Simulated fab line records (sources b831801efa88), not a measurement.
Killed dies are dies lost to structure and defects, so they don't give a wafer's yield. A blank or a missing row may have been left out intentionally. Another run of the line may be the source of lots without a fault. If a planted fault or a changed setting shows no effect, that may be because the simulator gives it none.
Matching of chambers    flow sky130    4 sister chambers for SKY_VIA1_CMP_24 on cmp-01
The step polishes, stops on SiO2, t overpolish 15 s, target thk 0 nm. 33 wafers are shown with their chamber, then 12 later ones without.

## WAFERS, EACH WITH ITS CHAMBER
wafer   chamber  motor-current-A (A)  time-to-endpoint-s (s)  overpolish-run-s (s)
L074.2  0        11.3                 58                      14.985
L074.4  2        10.1                 65                      15.005
L074.6  3        10.4                 64                      15.003
L074.1  3        10.1                 65                      15.006
L074.3  1        11.8                 61                      15.002
L074.5  2        10.4                 67                      15.002
L075.1  2        10.1                 71                      14.999
L075.2  0        11.7                 65                      14.997
L075.5  2        10.2                 72                      14.986
L078.1  2        10.3                 65                      14.994
L078.4  3        10.2                 70                      14.990
L078.5  3        10.8                 70                      14.994
L078.2  0        11.3                 61                      15.003
L078.3  1        11.6                 61                      15.007
L078.6  0        11.1                 60                      15.014
L079.1  2        10.0                 69                      14.999
L079.2  0        11.1                 58                      14.987
L079.6  1        11.4                 61                      14.992
L082.4  0        11.1                 59                      15.016
L082.5  0        11.6                 65                      15.010
L082.6  1        11.3                 61                      15.010
L084.3  2        10.1                 70                      14.995
L084.4  3        10.3                 69                      15.004
L084.6  3        10.8                 67                      14.999
L085.3  0        11.8                 57                      15.000
L085.5  0        11.4                 58                      15.024
L085.6  3        10.6                 64                      15.004
L086.2  0        11.5                 63                      15.003
L086.5  3        10.3                 68                      14.994
L086.6  2        9.6                  65                      15.020
L090.2  1        11.4                 57                      15.007
L090.5  0        11.8                 60                      14.994
L090.6  1        11.4                 58                      15.013

SIGNATURES (averages over the wafers above)
reading             chamber 0  chamber 1  chamber 2  chamber 3  scatter within a chamber
motor-current-A     11.427     11.483     10.100     10.438     0.25
time-to-endpoint-s  60.36      59.83      68.00      67.12      2.63
overpolish-run-s    15.00300   15.00517   15.00000   14.99925   0.00964
Rule: a wafer lies at a distance from a chamber equal to the root of the sum of squares, over the readings, of (its reading less the chamber's mean, divided by the reading's scatter). If the next closest chamber is less than 2 further off than the closest, the wafer can't be placed; otherwise it belongs to the closest. How the scatter is found: for the shown wafers, subtract from each reading the mean of its chamber, square and add these, divide the total by (wafers less chambers), then take the root.

## WAFERS MISSING THEIR CHAMBER
wafer   motor-current-A (A)  time-to-endpoint-s (s)  overpolish-run-s (s)
L091.3  11.5                 55                      14.988
L091.4  12.2                 55                      14.992
L091.6  11.1                 58                      14.998
L095.1  11.2                 55                      14.994
L095.2  11.1                 58                      14.992
L095.6  11.1                 58                      14.999
L096.1  10.5                 66                      15.001
L096.3  11.7                 62                      15.002
L096.4  10.0                 69                      15.013
L096.2  11.3                 61                      14.997
L096.5  11.3                 65                      15.001
L096.6  11.1                 62                      14.995

## WHICH CHAMBER EACH ONE RAN IN
wafer   from the rows above           in truth
L091.3  can't be placed: 1 or 0       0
L091.4  can't be placed: 1 or 0       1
L091.6  can't be placed: 0 or 1       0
L095.1  can't be placed: 0 or 1       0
L095.2  can't be placed: 0 or 1       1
L095.6  can't be placed: 0 or 1       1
L096.1  can't be placed: 3 or 2       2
L096.3  can't be placed: 1 or 0       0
L096.4  can't be placed: 2 or 3       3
L096.2  can't be placed: 0 or 1       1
L096.5  can't be placed: 0 or 1 or 3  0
L096.6  can't be placed: 0 or 1 or 3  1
Correctly placed: 0 of 12. Not placeable from these rows: 12 (in 12, the candidates include the true chamber). Number placed wrongly: 0.
